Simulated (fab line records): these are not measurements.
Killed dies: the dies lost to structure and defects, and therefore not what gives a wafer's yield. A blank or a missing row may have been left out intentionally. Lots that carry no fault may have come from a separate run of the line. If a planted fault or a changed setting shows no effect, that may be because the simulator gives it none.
fab line records	flow sky130
[record] lots = 9	wafers = 27	last_day = 50
route steps=708 shown METAL1@452 VIA1@472 PAD_OPEN@708
lots that met no fault: taken from a fault-free run of the same line
start_h: start of the lot's first displayed wafer, in hours after the record's first day	wait_h: hours elapsed since this lot's preceding step	" unchanged from the row above	L1.1+2: a single row standing in for several wafers	- value missing, or start not given	* or withheld: withheld	< > ~ a bound
route shown NAME@n: NAME is a module with steps in the file, n the number in the route of the first one	usual: mean/standard deviation taken from wafers without a fault	same: alike in all rows	chamber/n: place in a boat	sites: readings site by site	_std_site: how widely they spread, as a standard deviation	_edge_site: inner sites' mean taken away from outer sites' mean	radius_mm: for every site, how far away it sits from the centre of the wafer	mask NAME#n: copy n	behind: the most recent tool/chamber to have shaped the wafer	hold: why the lot was held/for how many hours/how that ended	device: the n, p or np transistor that did not switch	end of line: tests run on the same wafers once the route is complete	step lacking rows: just its recipe	killed: dies lost to structure and defects at the first sort, not the wafer's yield	map: a wafer's dies, marking killed ones x, the rest . and places with no die _
set.NAME: the setting the step ran with; set.NAME@STEP: the setting that earlier step ran with	model.NAME: the simulator's own value behind a step, which no gauge read
the route's steps for a sample of lots (tables are steps, rows are wafers)
services: the hour from which a tool's chamber was out of use, counted from the record's first day as start_h (under 0 if before that day), plus the number of hours and why
[[steps]]
[step SKY_METAL1_ETCH_18]
[recipe] chemistry = N2/H2	target = BARC	ion_energy_ev = 200	bias_w = 100	pressure_mtorr = 30	n2_flow_sccm = 100	h2_flow_sccm = 200	icp_w = 500	stop_on = SiO2	time_s = 45.9	target_depth_a = 600
[usual] bias_w = 100.04/0.27	chamber_pressure_mTorr = 30.000/0.027	drypump_motor_current_A = 5.6/0.44	oes_product_au = 0.854/0.0048	throttle_valve_pct = 13.225/0.0087
lot.wafer	tool	chamber	start_h	wait_h	bias_w	chamber_pressure_mTorr	drypump_motor_current_A	oes_product_au	rf_hours_counter_h	throttle_valve_pct
L463.2	rie_metal-03	0	823.92	0.0	100.35	30.019	5.5	0.864	1	13.232
L463.5	"	1	"	"	100.14	29.995	5.1	0.855	-	13.215
L463.6	"	0	"	"	99.82	30.005	5.5	0.860	-	13.233
L462.1	rie_metal-03	1	828.47	0.0	100.32	29.977	5.1	0.855	6	13.205
L462.2	"	0	"	"	100.20	30.017	5.5	0.856	2	13.210
L462.3	"	0	"	"	100.16	30.007	5.5	0.860	-	13.226
L465.1	rie_metal-03	0	830.22	0.0	100.16	29.995	5.6	0.850	2	13.225
L465.4	"	0	"	"	100.04	29.979	5.6	0.853	-	13.229
L465.5	"	0	"	"	100.18	29.982	5.6	0.862	-	13.215
L466.4	rie_metal-03	1	834.87	0.0	99.86	30.008	5.1	0.848	-	13.225
L466.5	"	1	"	"	99.72	30.033	5.1	0.847	-	13.239
L466.6	"	0	"	"	100.15	29.987	5.5	0.854	-	13.222
L470.3	rie_metal-04	0	873.94	0.0	-	-	-	-	-	-
L470.4	"	1	"	"	-	-	-	-	-	-
L470.5	"	0	"	"	-	-	-	-	-	-
L471.1	rie_metal-03	0	876.92	0.0	-	-	-	-	-	-
L471.3	"	1	"	"	-	-	-	-	-	-
L471.4	"	0	"	"	-	-	-	-	-	-
L476.4	rie_metal-04	0	911.74	0.0	99.91	29.983	5.7	0.857	-	13.226
L476.5	"	1	"	"	99.80	30.031	5.8	0.854	-	13.213
L476.6	"	0	"	"	99.96	29.973	5.7	0.857	-	13.213
L478.2	rie_metal-03	1	919.50	0.0	99.91	29.995	5.1	0.854	10	13.213
L478.4	"	1	"	"	100.24	29.981	5.1	0.850	-	13.220
L478.6	"	0	"	"	99.74	30.034	5.5	0.852	-	13.231
L479.1	rie_metal-04	0	923.15	0.0	100.20	30.037	5.7	0.860	1	13.224
L479.2	"	1	"	"	99.89	29.970	5.8	0.855	16	13.214
L479.4	"	1	"	"	99.70	30.002	5.8	0.852	-	13.219
[step SKY_METAL1_METAL_ETCH_19]
[recipe] target_depth_a = 3600	stop_on = SiO2	over_etch_frac = 0.3	time_s = 78	chemistry = Cl2/BCl3	resist_sidewall_deg = 88	pressure_mtorr = 10	icp_w = 900	bias_w = 48.5	Cl2_flow_sccm = 60	bcl3_flow_sccm = 30
[usual] bcl3_flow_sccm = 30.02/0.094	bias_w = 48.49/0.14	drypump_motor_current_A = 5.6/0.45	oes_product_au = 0.856/0.0059	throttle_valve_pct = 22.266/0.009
lot.wafer	tool	chamber	start_h	wait_h	bcl3_flow_sccm	bias_w	drypump_motor_current_A	oes_product_au	rf_hours_counter_h	throttle_valve_pct
L463.2	rie_metal-03	0	823.98	0.0	29.99	48.56	5.5	0.861	1	22.267
L463.5	"	1	"	"	29.99	48.44	5.1	0.855	-	22.260
L463.6	"	0	"	"	30.18	48.49	5.6	0.870	-	22.280
L462.1	rie_metal-03	1	828.53	0.0	30.15	48.24	5.1	0.858	6	22.259
L462.2	"	0	"	"	29.99	48.57	5.5	0.850	2	22.245
L462.3	"	0	"	"	30.10	48.48	5.5	0.855	-	22.266
L465.1	rie_metal-03	0	830.28	0.0	29.97	48.24	5.6	0.857	2	22.261
L465.4	"	0	"	"	29.99	48.33	5.6	0.863	-	22.281
L465.5	"	0	"	"	29.93	48.54	5.5	0.865	-	22.258
L466.4	rie_metal-03	1	834.94	0.1	30.01	48.40	5.1	0.857	-	22.257
L466.5	"	1	"	"	29.88	48.44	5.1	0.845	-	22.267
L466.6	"	0	"	"	30.04	48.55	5.5	0.860	-	22.275
L470.3	rie_metal-04	0	874.01	0.1	30.00	48.42	5.7	0.370	-	22.277
L470.4	"	1	"	"	30.10	48.47	5.8	0.370	-	22.260
L470.5	"	0	"	"	29.97	48.45	5.7	0.375	-	22.264
L471.1	rie_metal-03	0	876.98	0.0	29.84	48.53	5.5	0.376	3	22.277
L471.3	"	1	"	"	29.92	48.73	5.1	0.377	-	22.278
L471.4	"	0	"	"	29.98	48.51	5.6	0.381	-	22.269
L476.4	rie_metal-04	0	911.81	0.1	30.09	48.30	5.7	0.857	-	22.260
L476.5	"	1	"	"	30.11	48.26	5.8	0.841	-	22.255
L476.6	"	0	"	"	29.96	48.27	5.7	0.855	-	22.258
L478.2	rie_metal-03	1	919.56	0.0	30.02	48.59	5.1	0.863	10	22.263
L478.4	"	1	"	"	29.95	48.70	5.1	0.858	-	22.253
L478.6	"	0	"	"	30.03	48.41	5.5	0.859	-	22.278
L479.1	rie_metal-04	0	923.21	0.0	30.20	48.40	5.7	0.853	1	22.252
L479.2	"	1	"	"	30.06	48.40	5.8	0.857	16	22.278
L479.4	"	1	"	"	30.12	48.61	5.8	0.846	-	22.272
[step SKY_METAL1_STRIP_20]
[recipe] chemistry = O2/N2	power_w = 1400	pressure_mtorr = 1500	platen_temp_c = withheld	o2_flow_sccm = 3000	n2_flow_sccm = 300	overash_fraction = 0.5
[usual] drypump_motor_current_A = 5.70/0.17	oes_product_au = 0.340/0.005	strip_time_to_endpoint_s = 2.65/0.046
lot.wafer	tool	chamber	start_h	wait_h	drypump_motor_current_A	oes_product_au	rf_hours_counter_h	strip_time_to_endpoint_s
L463.2	plasma_asher-02	0	824.07	0.1	5.81	0.346	7	2.67
L463.5	"	1	"	"	5.85	0.337	-	2.68
L463.6	"	0	"	"	5.82	0.335	-	2.67
L462.1	plasma_asher-03	0	828.62	0.1	5.75	0.339	64	2.63
L462.2	"	1	"	"	5.77	0.350	64	2.63
L462.3	"	1	"	"	5.81	0.343	-	2.64
L465.1	plasma_asher-01	0	830.37	0.1	5.50	0.343	43	2.65
L465.4	"	1	"	"	5.42	0.346	-	2.67
L465.5	"	0	"	"	5.53	0.334	-	2.66
L466.4	plasma_asher-02	1	835.03	0.1	5.88	0.338	-	2.61
L466.5	"	0	"	"	5.81	0.346	-	2.62
L466.6	"	1	"	"	5.87	0.347	-	2.62
L470.3	plasma_asher-03	1	874.10	0.1	5.87	0.360	-	3.17
L470.4	"	0	"	"	5.78	0.363	-	3.12
L470.5	"	1	"	"	5.85	0.358	-	3.19
L471.1	plasma_asher-01	1	877.07	0.1	5.43	0.356	46	3.15
L471.3	"	1	"	"	5.44	0.359	-	3.12
L471.4	"	0	"	"	5.44	0.362	-	3.13
L476.4	plasma_asher-03	0	911.90	0.1	5.73	0.338	-	2.72
L476.5	"	1	"	"	5.84	0.339	-	2.68
L476.6	"	0	"	"	5.75	0.353	-	2.74
L478.2	plasma_asher-01	0	919.65	0.1	5.48	0.336	51	2.60
L478.4	"	0	"	"	5.44	0.342	-	2.59
L478.6	"	0	"	"	5.52	0.342	-	2.64
L479.1	plasma_asher-02	1	923.30	0.1	5.89	0.352	17	2.73
L479.2	"	0	"	"	5.83	0.336	17	2.68
L479.4	"	1	"	"	5.86	0.344	-	2.68
[step SKY_VIA1_ETCH_14]
[recipe] chemistry = N2/H2	target = BARC	ion_energy_ev = 200	source_w = 500	bias_w = 100	pressure_mtorr = 30	n2_flow_sccm = 100	h2_flow_sccm = 200	stop_on = SiO2	time_s = 45.9	target_depth_a = 600
[usual] bias_w = 100.0/0.33	chamber_pressure_mTorr = 30.002/0.029	drypump_motor_current_A = 5.9/0.47	oes_product_au = 0.854/0.004	throttle_valve_pct = 13.225/0.0089
lot.wafer	tool	chamber	start_h	wait_h	bias_w	chamber_pressure_mTorr	drypump_motor_current_A	oes_product_au	rf_hours_counter_h	throttle_valve_pct
L463.2	rie_diel-03	2	851.54	0.0	99.9	29.968	5.7	0.851	9	13.216
L463.5	"	3	"	"	100.5	30.025	6.2	0.863	-	13.218
L463.6	"	2	"	"	99.9	29.994	5.7	0.852	-	13.230
L462.1	rie_diel-02	0	856.65	0.0	100.2	30.043	6.3	0.855	1	13.224
L462.2	"	3	"	"	100.4	30.018	6.2	0.851	12	13.234
L462.3	"	2	"	"	99.7	30.046	5.2	0.854	9	13.223
L465.1	rie_diel-03	1	858.45	0.0	99.5	30.037	6.0	0.858	14	13.206
L465.4	"	0	"	"	99.7	30.023	5.5	0.861	8	13.219
L465.5	"	3	"	"	100.1	30.024	6.2	0.855	-	13.229
L466.4	rie_diel-03	0	862.33	0.0	100.0	29.989	5.5	0.851	8	13.222
L466.5	"	2	"	"	99.8	29.961	5.7	0.854	-	13.224
L466.6	"	3	"	"	100.5	30.013	6.2	0.850	-	13.236
L476.4	rie_diel-03	2	937.80	0.0	99.5	30.004	5.7	0.857	12	13.243
L476.5	"	3	"	"	100.1	30.030	6.2	0.855	-	13.229
L476.6	"	0	"	"	99.9	29.999	5.5	0.854	-	13.225
L478.2	rie_diel-02	0	944.84	0.0	99.7	29.969	6.3	0.855	3	13.228
L478.4	"	1	"	"	100.0	29.960	5.0	0.856	13	13.236
L478.6	"	3	"	"	100.7	30.060	6.2	0.855	-	13.226
L479.1	rie_diel-01	1	949.09	0.0	99.3	29.952	6.6	0.852	13	13.206
L479.2	"	3	"	"	99.7	30.031	5.8	0.851	15	13.238
L479.4	"	0	"	"	100.1	30.038	6.0	0.857	18	13.238
[step SKY_VIA1_ETCH_15]
[recipe] target = SiO2	chemistry = C4F8/O2/Ar	target_depth_nm = 351	stop_on = TiN	mask_material = KrF-thick	source_w = 1500	bias_w = 1200	pressure_mtorr = 40	c4f8_flow_sccm = withheld	O2_flow_sccm = 6	Ar_flow_sccm = 300	time_s = 54
[usual] bias_w = 1200/3.4	chamber_pressure_mTorr = 40.00/0.036	oes_product_au = 0.980/0.0058
lot.wafer	tool	chamber	start_h	wait_h	bias_w	chamber_pressure_mTorr	oes_product_au	rf_hours_counter_h
L463.2	rie_diel-03	2	851.58	0.0	1199	39.95	0.970	9
L463.5	"	3	"	"	1198	40.01	0.978	-
L463.6	"	2	"	"	1198	40.01	0.977	-
L462.1	rie_diel-02	0	856.70	0.0	1198	40.04	0.976	1
L462.2	"	3	"	"	1201	39.97	0.984	12
L462.3	"	2	"	"	1198	39.93	0.978	9
L465.1	rie_diel-03	1	858.50	0.0	1202	40.02	0.981	14
L465.4	"	0	"	"	1196	40.02	0.978	8
L465.5	"	3	"	"	1201	40.05	0.978	-
L466.4	rie_diel-03	0	862.38	0.0	1205	39.99	0.973	8
L466.5	"	2	"	"	1202	40.04	0.986	-
L466.6	"	3	"	"	1204	40.03	0.974	-
L476.4	rie_diel-03	2	937.85	0.0	1198	40.01	0.979	12
L476.5	"	3	"	"	1195	40.00	0.981	-
L476.6	"	0	"	"	1207	39.95	0.974	-
L478.2	rie_diel-02	0	944.88	0.0	1199	39.98	0.980	3
L478.4	"	1	"	"	1200	40.01	0.975	13
L478.6	"	3	"	"	1199	40.00	0.986	-
L479.1	rie_diel-01	1	949.13	0.0	1199	39.98	0.990	13
L479.2	"	3	"	"	1197	40.03	0.977	15
L479.4	"	0	"	"	1198	39.97	0.977	18
[step SKY_VIA1_STRIP_16]
[recipe] chemistry = O2/N2	power_w = 1400	pressure_mtorr = 1500	platen_temp_c = withheld	o2_flow_sccm = 3000	n2_flow_sccm = 300	overash_fraction = 0.5
[usual] drypump_motor_current_A = 5.89/0.21	oes_product_au = 0.416/0.0042	strip_time_to_endpoint_s = 4.450/0.024
lot.wafer	tool	chamber	start_h	wait_h	drypump_motor_current_A	oes_product_au	rf_hours_counter_h	strip_time_to_endpoint_s
L463.2	plasma_asher-04	0	851.62	0.0	5.75	0.419	103	4.441
L463.5	"	0	"	"	5.79	0.409	-	4.440
L463.6	"	1	"	"	6.40	0.416	-	4.441
L462.1	plasma_asher-02	1	856.74	0.0	5.89	0.417	11	4.448
L462.2	"	0	"	"	5.84	0.414	11	4.492
L462.3	"	0	"	"	5.82	0.420	-	4.438
L465.1	plasma_asher-04	1	858.54	0.0	6.37	0.421	104	4.453
L465.4	"	1	"	"	6.34	0.414	-	4.455
L465.5	"	0	"	"	5.75	0.418	-	4.438
L466.4	plasma_asher-04	0	862.46	0.1	5.78	0.412	-	4.507
L466.5	"	0	"	"	5.77	0.418	-	4.495
L466.6	"	1	"	"	6.30	0.418	-	4.466
L476.4	plasma_asher-04	0	937.93	0.1	5.76	0.419	-	4.518
L476.5	"	1	"	"	6.33	0.416	-	4.474
L476.6	"	0	"	"	5.77	0.417	-	4.476
L478.2	plasma_asher-04	0	944.92	0.0	5.78	0.418	113	4.465
L478.4	"	0	"	"	5.78	0.405	-	4.468
L478.6	"	1	"	"	6.35	0.417	-	4.469
L479.1	plasma_asher-02	0	949.18	0.0	5.82	0.416	20	4.414
L479.2	"	1	"	"	5.85	0.411	20	4.436
L479.4	"	1	"	"	5.87	0.417	-	4.445
[step SKY_PAD_OPEN_PROBE_99]
[usual] defect_limited_yield = 82.5/1.9	killed_at_M0_to_M3 = 43/6.8	killed_at_M4_up = 3.0/1.6	killed_at_contacts = 25/6	killed_at_front_end = 15/4.4	killed_at_other = 0.3/0.52	killed_dies = 86/9.6	killed_on_rim = 17/3.5	killed_open = 47/6.7	killed_short = 39/6.8	sort_bin_3_pad_short = 0.9/0.43	sort_bin_5_function = 10.3/1.5	sort_bin_6_memory = 6.3/1.1	sort_n_pass = 406/9.6	sort_yield_pct = 82.5/1.9
[same] gross_dies = 492	killed_at_back_side = 0	sort_bin_4_leakage[%] = 0	sort_bin_8_speed[%] = 0
lot.wafer	tool	chamber	start_h	wait_h	hold	defect_limited_yield[%]	killed_at_M0_to_M3	killed_at_M4_up	killed_at_contacts	killed_at_front_end	killed_at_other	killed_dies	killed_on_rim	killed_open	killed_short	sort_bin_3_pad_short[%]	sort_bin_5_function[%]	sort_bin_6_memory[%]	sort_n_pass	sort_yield_pct[%]
L463.2	prober-01	-	1121.11	0.1	-	81.5	43	6	24	17	1	91	18	46	45	0.8	11.8	5.9	401	81.5
L463.5	prober-01	-	1121.26	0.2	-	84.8	45	4	14	12	0	75	12	37	38	1.0	8.3	5.9	417	84.8
L463.6	prober-01	-	1121.31	0.2	-	81.3	60	0	23	9	0	92	19	38	54	1.2	11.0	6.5	400	81.3
L462.1	prober-02	-	1126.81	0.1	-	83.3	34	3	25	20	0	82	17	51	31	0.8	10.0	5.9	410	83.3
L462.2	prober-02	-	1126.86	0.1	-	81.5	45	1	28	17	0	91	21	58	33	1.4	10.8	6.3	401	81.5
L462.3	prober-02	-	1126.91	0.2	-	82.5	35	3	29	19	0	86	14	48	38	1.0	9.6	6.9	406	82.5
L465.1	prober-02	-	1128.31	0.1	-	84.1	36	7	27	8	0	78	12	48	30	1.2	8.9	5.7	414	84.1
L465.4	prober-02	-	1128.46	0.2	-	82.7	49	4	21	11	0	85	16	36	48	1.0	10.4	5.9	407	82.7
L465.5	prober-02	-	1128.51	0.2	-	80.9	58	2	21	13	0	94	12	54	40	1.2	13.0	4.9	398	80.9
L466.4	prober-01	-	1130.14	0.2	-	82.5	49	3	21	13	0	86	15	39	47	1.6	9.3	6.5	406	82.5
L466.5	prober-01	-	1130.19	0.2	-	82.7	43	3	23	16	0	85	14	42	43	1.2	10.6	5.5	407	82.7
L466.6	prober-01	-	1130.24	0.2	-	84.6	37	4	24	11	0	76	11	47	29	0.2	7.7	7.5	416	84.6
L470.3	prober-01	-	1158.40	0.2	await_dispo/2.7h/scrap	0	448	5	26	13	0	492	96	50	38	1.2	89.8	8.9	0	0
L470.4	prober-01	-	1158.45	0.2	await_dispo/2.7h/scrap	0	449	2	27	14	0	492	96	33	40	0.8	93.1	6.1	0	0
L470.5	prober-01	-	1158.50	0.2	await_dispo/2.7h/scrap	0	440	6	34	12	0	492	96	52	49	1.2	92.3	6.5	0	0
L471.1	prober-02	-	1159.98	0.1	await_dispo/1.7h/scrap	0	456	4	14	18	0	492	96	47	42	1.0	91.7	7.3	0	0
L471.3	prober-02	-	1160.08	0.2	await_dispo/1.7h/scrap	0	448	1	26	17	0	492	96	52	41	1.8	90.9	7.3	0	0
L471.4	prober-02	-	1160.13	0.2	await_dispo/1.7h/scrap	0	451	4	21	16	0	492	96	35	39	2.0	93.5	4.5	0	0
L476.4	prober-01	-	1185.28	0.2	-	82.7	45	3	18	18	1	85	17	42	43	1.2	10.2	5.9	407	82.7
L476.5	prober-01	-	1185.33	0.2	-	85.2	33	6	16	18	0	73	16	42	30	0.2	10.2	4.5	419	85.2
L476.6	prober-01	-	1185.38	0.2	-	84.6	39	2	19	15	1	76	16	50	26	0	8.5	6.9	416	84.6
L478.2	prober-01	-	1190.43	0.1	-	79.5	43	2	31	25	0	101	21	56	44	0.4	12.4	7.7	391	79.5
L478.4	prober-01	-	1190.53	0.2	-	83.3	42	6	21	12	1	82	24	40	40	1.0	8.5	7.1	410	83.3
L478.6	prober-01	-	1190.63	0.2	-	83.5	39	4	24	14	0	81	14	50	30	0.2	8.9	7.3	411	83.5
L479.1	prober-02	-	1192.58	0.1	-	80.9	47	1	28	17	1	94	11	45	49	0.4	12.8	5.9	398	80.9
L479.2	prober-02	-	1192.63	0.1	-	82.9	36	5	24	19	0	84	19	49	33	1.2	9.6	6.3	408	82.9
L479.4	prober-02	-	1192.73	0.2	-	76.8	62	2	29	21	0	114	20	62	52	1.4	12.4	9.3	378	76.8
// killed by level:class
L463.2 VIA3:geometric_particle:open=10 VIA1:geometric_particle:short=8 CONTACT:geometric_particle:open=8 FIELD_ISO:geometric_particle:short=7 METAL2:geometric_particle:short=6 VIA2:geometric_particle:open=6 CONTACT:geometric_particle:short=5 LOCAL_INTERCONNECT:geometric_particle:open=5
L463.5 VIA1:geometric_particle:open=9 VIA1:geometric_particle:short=8 VIA2:geometric_particle:open=5 METAL2:geometric_particle:short=5 POLY_GATE:geometric_particle:open=4 LI_CONTACT:geometric_particle:short=4 LI_CONTACT:geometric_particle:open=4 METAL3:geometric_particle:short=4
L463.6 VIA1:geometric_particle:open=11 CONTACT:geometric_particle:short=10 METAL1:geometric_particle:short=8 METAL2:geometric_particle:short=8 VIA3:geometric_particle:short=8 VIA1:geometric_particle:short=7 CONTACT:geometric_particle:open=6 VIA3:geometric_particle:open=6
L462.1 VIA1:geometric_particle:open=14 CONTACT:geometric_particle:open=10 LI_CONTACT:geometric_particle:open=9 FIELD_ISO:geometric_particle:open=7 POLY_GATE:geometric_particle:short=6 FIELD_ISO:geometric_particle:short=5 VIA2:geometric_particle:open=5 CONTACT:geometric_particle:short=4
L462.2 VIA1:geometric_particle:open=12 CONTACT:geometric_particle:open=10 FIELD_ISO:geometric_particle:open=9 LI_CONTACT:geometric_particle:open=9 VIA3:geometric_particle:open=7 VIA2:geometric_particle:open=6 VIA1:geometric_particle:short=6 CONTACT:geometric_particle:short=5
L462.3 CONTACT:geometric_particle:open=11 VIA2:geometric_particle:open=7 METAL1:geometric_particle:short=6 LI_CONTACT:geometric_particle:open=6 FIELD_ISO:geometric_particle:open=5 CONTACT:geometric_particle:short=5 VIA3:geometric_particle:open=5 FIELD_ISO:geometric_particle:short=4
L465.1 LI_CONTACT:geometric_particle:open=9 CONTACT:geometric_particle:open=9 VIA1:geometric_particle:open=8 METAL4:geometric_particle:short=6 POLY_GATE:geometric_particle:open=5 LOCAL_INTERCONNECT:geometric_particle:short=5 VIA3:geometric_particle:open=5 METAL2:geometric_particle:open=4
L465.4 VIA1:geometric_particle:open=9 VIA3:geometric_particle:open=7 VIA2:geometric_particle:short=7 LOCAL_INTERCONNECT:geometric_particle:short=7 VIA1:geometric_particle:short=6 CONTACT:geometric_particle:open=6 FIELD_ISO:geometric_particle:short=5 VIA2:geometric_particle:open=5
L465.5 VIA1:geometric_particle:open=14 VIA1:geometric_particle:short=11 METAL2:geometric_particle:short=9 LI_CONTACT:geometric_particle:open=8 VIA3:geometric_particle:open=8 CONTACT:geometric_particle:open=7 VIA2:geometric_particle:open=7 POLY_GATE:geometric_particle:open=5
L466.4 METAL2:geometric_particle:short=10 VIA1:geometric_particle:open=9 CONTACT:geometric_particle:open=8 CONTACT:geometric_particle:short=5 METAL1:geometric_particle:short=5 FIELD_ISO:geometric_particle:short=4 POLY_GATE:geometric_particle:short=4 LI_CONTACT:geometric_particle:open=4
L466.5 VIA1:geometric_particle:open=11 POLY_GATE:geometric_particle:open=7 CONTACT:geometric_particle:open=7 CONTACT:geometric_particle:short=6 METAL1:geometric_particle:short=6 VIA1:geometric_particle:short=5 METAL2:geometric_particle:short=5 LI_CONTACT:geometric_particle:short=4
L466.6 LI_CONTACT:geometric_particle:open=10 VIA1:geometric_particle:open=9 VIA3:geometric_particle:open=8 POLY_GATE:geometric_particle:open=5 LI_CONTACT:geometric_particle:short=5 CONTACT:geometric_particle:open=5 METAL3:geometric_particle:short=5 METAL4:geometric_particle:short=4
L470.3 METAL1:area_etch=402 LI_CONTACT:geometric_particle:open=13 VIA3:geometric_particle:open=10 VIA1:geometric_particle:open=6 METAL1:geometric_particle:short=6 CONTACT:geometric_particle:open=5 METAL3:geometric_particle:short=5 VIA3:geometric_particle:short=5
L470.4 METAL1:area_etch=418 CONTACT:geometric_particle:open=13 VIA3:geometric_particle:open=7 VIA1:geometric_particle:short=6 POLY_GATE:geometric_particle:short=5 LOCAL_INTERCONNECT:geometric_particle:short=5 CONTACT:geometric_particle:short=5 METAL1:geometric_particle:short=4
L470.5 METAL1:area_etch=390 VIA1:geometric_particle:open=10 LI_CONTACT:geometric_particle:open=9 LOCAL_INTERCONNECT:geometric_particle:short=8 CONTACT:geometric_particle:short=8 VIA2:geometric_particle:open=8 VIA3:geometric_particle:open=8 METAL1:geometric_particle:short=7
L471.1 METAL1:area_etch=403 VIA1:geometric_particle:open=16 METAL2:geometric_particle:short=7 FIELD_ISO:geometric_particle:open=6 METAL1:geometric_particle:short=6 VIA1:geometric_particle:short=6 VIA3:geometric_particle:open=6 POLY_GATE:geometric_particle:short=4
L471.3 METAL1:area_etch=399 VIA1:geometric_particle:open=11 CONTACT:geometric_particle:open=9 LOCAL_INTERCONNECT:geometric_particle:short=8 POLY_GATE:geometric_particle:open=7 VIA3:geometric_particle:open=7 VIA1:geometric_particle:short=6 VIA2:geometric_particle:open=6
L471.4 METAL1:area_etch=418 VIA1:geometric_particle:open=7 LI_CONTACT:geometric_particle:open=6 CONTACT:geometric_particle:open=6 FIELD_ISO:geometric_particle:short=5 POLY_GATE:geometric_particle:short=5 VIA2:geometric_particle:short=5 VIA3:geometric_particle:open=5
L476.4 VIA1:geometric_particle:open=9 CONTACT:geometric_particle:open=7 METAL2:geometric_particle:short=7 POLY_GATE:geometric_particle:open=5 METAL1:geometric_particle:short=5 VIA2:geometric_particle:open=5 VIA3:geometric_particle:open=4 FIELD_ISO:geometric_particle:short=3
L476.5 VIA1:geometric_particle:open=12 CONTACT:geometric_particle:open=7 LI_CONTACT:geometric_particle:open=6 POLY_GATE:geometric_particle:short=5 POLY_GATE:geometric_particle:open=5 VIA1:geometric_particle:short=5 METAL4:geometric_particle:short=5 SPACER:geometric_particle:open=4
L476.6 VIA2:geometric_particle:open=10 VIA1:geometric_particle:open=10 VIA3:geometric_particle:open=7 POLY_GATE:geometric_particle:open=5 LI_CONTACT:geometric_particle:short=5 CONTACT:geometric_particle:open=5 FIELD_ISO:geometric_particle:open=4 LI_CONTACT:geometric_particle:open=4
L478.2 METAL1:geometric_particle:short=9 LI_CONTACT:geometric_particle:open=8 CONTACT:geometric_particle:open=8 VIA3:geometric_particle:open=8 FIELD_ISO:geometric_particle:open=7 VIA1:geometric_particle:open=7 VIA2:geometric_particle:open=7 LI_CONTACT:geometric_particle:short=6
L478.4 CONTACT:geometric_particle:open=9 VIA1:geometric_particle:open=8 CONTACT:geometric_particle:short=6 VIA1:geometric_particle:short=6 VIA3:geometric_particle:open=6 VIA3:geometric_particle:short=6 METAL4:geometric_particle:short=5 METAL1:geometric_particle:short=5
L478.6 VIA1:geometric_particle:open=11 VIA2:geometric_particle:open=9 CONTACT:geometric_particle:open=8 LI_CONTACT:geometric_particle:open=7 FIELD_ISO:geometric_particle:open=4 METAL2:geometric_particle:short=4 FIELD_ISO:geometric_particle:short=3 POLY_GATE:geometric_particle:open=3
L479.1 CONTACT:geometric_particle:open=10 LI_CONTACT:geometric_particle:open=8 VIA1:geometric_particle:short=8 METAL2:geometric_particle:short=8 VIA2:geometric_particle:open=6 METAL1:geometric_particle:short=6 FIELD_ISO:geometric_particle:open=5 VIA1:geometric_particle:open=5
L479.2 VIA1:geometric_particle:open=11 METAL1:geometric_particle:short=10 LI_CONTACT:geometric_particle:open=10 CONTACT:geometric_particle:open=8 FIELD_ISO:geometric_particle:open=5 VIA3:geometric_particle:short=4 POLY_GATE:geometric_particle:open=3 POLY_GATE:geometric_particle:short=3
L479.4 VIA1:geometric_particle:open=17 CONTACT:geometric_particle:open=15 FIELD_ISO:geometric_particle:short=8 VIA3:geometric_particle:open=8 METAL2:geometric_particle:short=7 VIA2:geometric_particle:open=7 VIA1:geometric_particle:short=6 LI_CONTACT:geometric_particle:open=6
[[services]]
tool	chamber	start_h	hours	kind
rie_metal-03	-	803.73	15.6	pm
rie_diel-03	-	807.88	2.8	pm
plasma_asher-02	-	816.53	2.8	pm
rie_diel-01	2	819.21	2.2	repair
rie_diel-02	0	819.62	13.6	repair
rie_diel-02	-	837.46	0.7	repair
rie_diel-01	3	843.97	12.0	repair
plasma_asher-03	-	847.69	2.6	repair
rie_diel-01	-	852.38	14.6	pm
rie_diel-03	2	852.70	1.9	repair
plasma_asher-01	-	859.76	8.6	pm
rie_metal-04	0	880.78	-	clean
rie_metal-04	0	880.78	16.9	scheduled_down
rie_metal-04	0	880.78	16.9	vent_cycle
rie_metal-04	-	885.56	0.4	repair
rie_diel-01	2	892.24	12.9	repair
rie_diel-01	3	892.91	2.4	repair
plasma_asher-02	-	895.00	3.8	repair
rie_diel-01	2	905.18	-	clean
rie_diel-01	2	905.18	28.8	scheduled_down
rie_diel-01	2	905.18	28.8	vent_cycle
plasma_asher-02	-	910.70	5.7	repair
rie_metal-04	-	918.65	1.3	repair
[[key]]
[first_sign] step = SKY_METAL1_ETCH_18	reading = tool_record	direction = missing
[effect] step = SKY_METAL1_METAL_ETCH_19	reading = oes_product_au	direction = down	sigmas = 81	usual = 0.856	struck = 0.375
[effect] step = SKY_METAL1_STRIP_20	reading = strip_time_to_endpoint_s	direction = up	sigmas = 11	usual = *	struck = *
[effect] step = SKY_PAD_OPEN_PROBE_99	reading = killed_at_M0_to_M3	direction = up	sigmas = 60	usual = 43	struck = 449
[more_kills_born_at] SKY_METAL1_ETCH_18@rie_metal-03 = 1220	SKY_METAL1_ETCH_18@rie_metal-04 = 1210
met_at SKY_METAL1_ETCH_18
struck_lots L470,L471
later_rows_left_out L470.3,L470.4,L470.5,L471.1,L471.3,L471.4
not_acting_at SKY_VIA1_ETCH_14,SKY_VIA1_ETCH_15,SKY_VIA1_STRIP_16
onset_between 834.87 873.94
[fault] kind = skipped_step_whole	tool = rie_metal-03,rie_metal-04	chamber = -	onset_h = 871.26	steps = SKY_METAL1_ETCH_18	scope = struck_lots_only
// later_rows_left_out: the simulator's readings of these wafers behind a module that went badly wrong aren't trusted and aren't shown, but for the sort
